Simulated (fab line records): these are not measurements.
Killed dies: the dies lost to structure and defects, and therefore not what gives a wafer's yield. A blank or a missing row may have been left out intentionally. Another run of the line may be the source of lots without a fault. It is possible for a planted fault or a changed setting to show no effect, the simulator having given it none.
Which tool was responsible? :: flow sky130 :: 11 lots with 33 wafers sampled at 4 steps, on a route of 708 steps

== WHAT EACH GAUGE READ, for each wafer ==
SKY_VIA4_THK_MEAS_01. Usual: VIA4_HDPCVD_THK 1747 nm, standard deviation 17.
lot: L915
measured: day 41 10:49
on: film-metro-02
VIA4_HDPCVD_THK (nm): 1764 1776 1776
flag: 

lot: L919
measured: day 43 19:32
on: film-metro-04
VIA4_HDPCVD_THK (nm): 1744 1742 1753
flag: 

lot: L921
measured: day 44 00:08
on: film-metro-02
VIA4_HDPCVD_THK (nm): 1726 1732 1731
flag: 

lot: L922
measured: day 44 02:22
on: film-metro-04
VIA4_HDPCVD_THK (nm): 1743 1739 1729
flag: 

lot: L924
measured: day 44 11:36
on: film-metro-04
VIA4_HDPCVD_THK (nm): 1755 1746 1739
flag: 

lot: L927
measured: day 45 12:59
on: film-metro-03
VIA4_HDPCVD_THK (nm): 1753 1726 1749
flag: 

lot: L931
measured: day 46 07:50
on: film-metro-03
VIA4_HDPCVD_THK (nm): 1970 1975 1957
flag: OFF

lot: L932
measured: day 46 10:43
on: film-metro-03
VIA4_HDPCVD_THK (nm): 1963 1966 1962
flag: OFF

lot: L934
measured: day 47 01:44
on: film-metro-04
VIA4_HDPCVD_THK (nm): 1971 1955 1969
flag: OFF

lot: L935
measured: day 47 03:39
on: film-metro-04
VIA4_HDPCVD_THK (nm): 1750 1724 1736
flag: 

lot: L937
measured: day 47 11:16
on: film-metro-03
VIA4_HDPCVD_THK (nm): 1751 1724 1706
flag: 

SKY_VIA4_OVL_MEAS_11. Usual: VIA4_OVL 0.2 nm, standard deviation 1.3.
lot: L915
measured: day 42 11:51
on: overlay-02
VIA4_OVL (nm): 0.6 0.1 -0.9
flag: 

lot: L919
measured: day 44 17:40
on: overlay-01
VIA4_OVL (nm): 2.0 2.5 -0.5
flag: 

lot: L921
measured: day 44 21:12
on: overlay-02
VIA4_OVL (nm): -0.4 -0.2 -0.8
flag: 

lot: L922
measured: day 45 00:03
on: overlay-02
VIA4_OVL (nm): 2.4 1.7 2.2
flag: 

lot: L924
measured: day 45 07:15
on: overlay-01
VIA4_OVL (nm): -0.8 -0.7 -0.1
flag: 

lot: L927
measured: day 46 09:48
on: overlay-01
VIA4_OVL (nm): 2.0 0.7 2.3
flag: 

lot: L931
measured: day 47 04:07
on: overlay-01
VIA4_OVL (nm): -1.5 -4.0 -0.9
flag: 

lot: L932
measured: day 47 07:10
on: overlay-02
VIA4_OVL (nm): -0.2 -0.8 1.1
flag: 

lot: L934
measured: day 47 21:42
on: overlay-02
VIA4_OVL (nm): 0.6 1.1 0.4
flag: 

lot: L935
measured: day 47 23:24
on: overlay-02
VIA4_OVL (nm): 0.4 1.1 0.0
flag: 

lot: L937
measured: day 48 06:01
on: overlay-02
VIA4_OVL (nm): -0.3 0.4 0.6
flag: 

== TOOL THAT RAN EACH LOT (tool first, then ch and the chambers of the sampled wafers, then the start) ==
lot: L915
SKY_VIA3_CMP_24: cmp-02 ch 0,1,2, day 39 09:08
SKY_VIA4_HDPCVD_00: hdpcvd-01 ch 0,1,2, day 41 10:37

lot: L919
SKY_VIA3_CMP_24: cmp-01 ch 1,2, day 41 18:08
SKY_VIA4_HDPCVD_00: hdpcvd-01 ch 0,1,2, day 43 19:25

lot: L921
SKY_VIA3_CMP_24: cmp-02 ch 0,1,3, day 42 00:41
SKY_VIA4_HDPCVD_00: hdpcvd-02 ch 1,2, day 43 23:56

lot: L922
SKY_VIA3_CMP_24: cmp-02 ch 1,2,3, day 42 02:32
SKY_VIA4_HDPCVD_00: hdpcvd-01 ch 1,2, day 44 02:11

lot: L924
SKY_VIA3_CMP_24: cmp-02 ch 1,2, day 42 12:19
SKY_VIA4_HDPCVD_00: hdpcvd-01 ch 0,1,2, day 44 11:25

lot: L927
SKY_VIA3_CMP_24: cmp-01 ch 0,1,3, day 43 17:51
SKY_VIA4_HDPCVD_00: hdpcvd-01 ch 1,2, day 45 12:49

lot: L931
SKY_VIA3_CMP_24: cmp-01 ch 0,1, day 44 11:27
SKY_VIA4_HDPCVD_00: hdpcvd-01 ch 0,1,2, day 46 07:43

lot: L932
SKY_VIA3_CMP_24: cmp-01 ch 0,1,2, day 44 14:46
SKY_VIA4_HDPCVD_00: hdpcvd-01 ch 0,1,2, day 46 10:35

lot: L934
SKY_VIA3_CMP_24: cmp-02 ch 0,1,2, day 45 06:47
SKY_VIA4_HDPCVD_00: hdpcvd-01 ch 0,1, day 47 01:34

lot: L935
SKY_VIA3_CMP_24: cmp-02 ch 0,2,3, day 45 07:47
SKY_VIA4_HDPCVD_00: hdpcvd-02 ch 0,1, day 47 03:28

lot: L937
SKY_VIA3_CMP_24: cmp-01 ch 0,1,2, day 45 16:54
SKY_VIA4_HDPCVD_00: hdpcvd-02 ch 0,1,2, day 47 11:05
- SKY_VIA3_CMP_24: polishes, stops on SiO2, t overpolish 20 s, target thk 0 nm.
- SKY_VIA4_HDPCVD_00: deposits SiO2, target thk 1750 nm, time 291.7 s.

== AS READ BY THE TOOLS THEMSELVES (means over the sampled wafers that have a number; for cases with no such wafer, the mark the record gives instead) ==
SKY_VIA3_CMP_24. Usual: edge-zone-pressure-frac 1.000, standard deviation 0.0051; motor-current-A 11.2 A, standard deviation 0.86; overpolish-run-s 20.000 s, standard deviation 0.0098; platen-rpm 60.00 rpm, standard deviation 0.041; time-to-endpoint-s 93 s, standard deviation 4.3.
lot: L915
tool: cmp-02
edge-zone-pressure-frac: 1.002
motor-current-A (A): 11.3
overpolish-run-s (s): 20.004
platen-rpm (rpm): 60.02
time-to-endpoint-s (s): 90
flag: 

lot: L919
tool: cmp-01
edge-zone-pressure-frac: 1.002
motor-current-A (A): 11.9
overpolish-run-s (s): 19.999
platen-rpm (rpm): 60.00
time-to-endpoint-s (s): 96
flag: 

lot: L921
tool: cmp-02
edge-zone-pressure-frac: 1.002
motor-current-A (A): 11.9
overpolish-run-s (s): 19.988
platen-rpm (rpm): 60.01
time-to-endpoint-s (s): 91
flag: 

lot: L922
tool: cmp-02
edge-zone-pressure-frac: 0.999
motor-current-A (A): 11.5
overpolish-run-s (s): 20.001
platen-rpm (rpm): 60.02
time-to-endpoint-s (s): 97
flag: 

lot: L924
tool: cmp-02
edge-zone-pressure-frac: 0.996
motor-current-A (A): 11.4
overpolish-run-s (s): 20.005
platen-rpm (rpm): 59.99
time-to-endpoint-s (s): 92
flag: 

lot: L927
tool: cmp-01
edge-zone-pressure-frac: 1.003
motor-current-A (A): 10.3
overpolish-run-s (s): 19.996
platen-rpm (rpm): 60.01
time-to-endpoint-s (s): 91
flag: 

lot: L931
tool: cmp-01
edge-zone-pressure-frac: 0.998
motor-current-A (A): 11.4
overpolish-run-s (s): 19.990
platen-rpm (rpm): 60.00
time-to-endpoint-s (s): 99
flag: 

lot: L932
tool: cmp-01
edge-zone-pressure-frac: 1.004
motor-current-A (A): 11.2
overpolish-run-s (s): 19.979
platen-rpm (rpm): 59.96
time-to-endpoint-s (s): 96
flag: 

lot: L934
tool: cmp-02
edge-zone-pressure-frac: 0.996
motor-current-A (A): 11.8
overpolish-run-s (s): 20.011
platen-rpm (rpm): 59.97
time-to-endpoint-s (s): 95
flag: 

lot: L935
tool: cmp-02
edge-zone-pressure-frac: 1.002
motor-current-A (A): 11.6
overpolish-run-s (s): 20.005
platen-rpm (rpm): 59.98
time-to-endpoint-s (s): 93
flag: 

lot: L937
tool: cmp-01
edge-zone-pressure-frac: 1.001
motor-current-A (A): 11.0
overpolish-run-s (s): 19.999
platen-rpm (rpm): 59.98
time-to-endpoint-s (s): 97
flag: 

SKY_VIA4_HDPCVD_00. Usual: run-length-s 319.7 s, standard deviation 0.61; sih4-flow-sccm 59.98 sccm, standard deviation 0.18.
lot: L915
tool: hdpcvd-01
run-length-s (s): 320.0
sih4-flow-sccm (sccm): 59.90
flag: 

lot: L919
tool: hdpcvd-01
run-length-s (s): 319.7
sih4-flow-sccm (sccm): 60.04
flag: 

lot: L921
tool: hdpcvd-02
run-length-s (s): 319.0
sih4-flow-sccm (sccm): 59.87
flag: 

lot: L922
tool: hdpcvd-01
run-length-s (s): 319.7
sih4-flow-sccm (sccm): 60.07
flag: 

lot: L924
tool: hdpcvd-01
run-length-s (s): 320.0
sih4-flow-sccm (sccm): 60.09
flag: 

lot: L927
tool: hdpcvd-01
run-length-s (s): 320.3
sih4-flow-sccm (sccm): 59.90
flag: 

lot: L931
tool: hdpcvd-01
run-length-s (s): 354.4
sih4-flow-sccm (sccm): 60.05
flag: OFF

lot: L932
tool: hdpcvd-01
run-length-s (s): 354.2
sih4-flow-sccm (sccm): 60.03
flag: OFF

lot: L934
tool: hdpcvd-01
run-length-s (s): 354.6
sih4-flow-sccm (sccm): 59.97
flag: OFF

lot: L935
tool: hdpcvd-02
run-length-s (s): 319.7
sih4-flow-sccm (sccm): 59.75
flag: 

lot: L937
tool: hdpcvd-02
run-length-s (s): 319.0
sih4-flow-sccm (sccm): 59.97
flag: 

== THE ANSWER, worked out from the rows above alone ==
Rule: a lot is off if the mean of its wafers that have a number lies more than 3 standard deviations from the usual mean. Also off: a lot with no number at a reading for which 4 or more lots have one. Any other lot the step has rows for is counted as sound. The gauges are gone through in route order, then the tools' own readings, and for those a lot's mean is taken as printed above. At the first step where some lot is off, the reading lying furthest off is the one used; lots without a number count as furthest.
Off: at SKY_VIA4_THK_MEAS_01 (VIA4_HDPCVD_THK), L931, L932, L934.
If a tool, at a process step before that reading, ran all the lots that are off and no sound lot after the first of them, it fits. Not tried: the gauges at SKY_VIA4_THK_MEAS_01; whatever is off there is also off at SKY_VIA4_HDPCVD_00, on other tools, and gauge error can't account for it. One candidate fits, namely hdpcvd-01 at SKY_VIA4_HDPCVD_00. A fault onset in the window from L927 (day 45 12:49, its last sound lot) to L931 (day 46 07:43, its first lot off) fits.
On the lots that are off, the tool's own readings at SKY_VIA4_HDPCVD_00 differ by more than 5 times the standard deviation of the sound lots' means, which bears it out; run-length-s reads 354.4 s there versus 319.7 s on the sound lots.

== WHAT THE SIMULATOR PUT IN ==
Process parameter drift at SKY_VIA4_HDPCVD_00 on hdpcvd-01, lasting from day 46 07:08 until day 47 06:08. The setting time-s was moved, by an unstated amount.
Lots struck among those shown: L931, L932, L934. This agrees with what the rule above found.
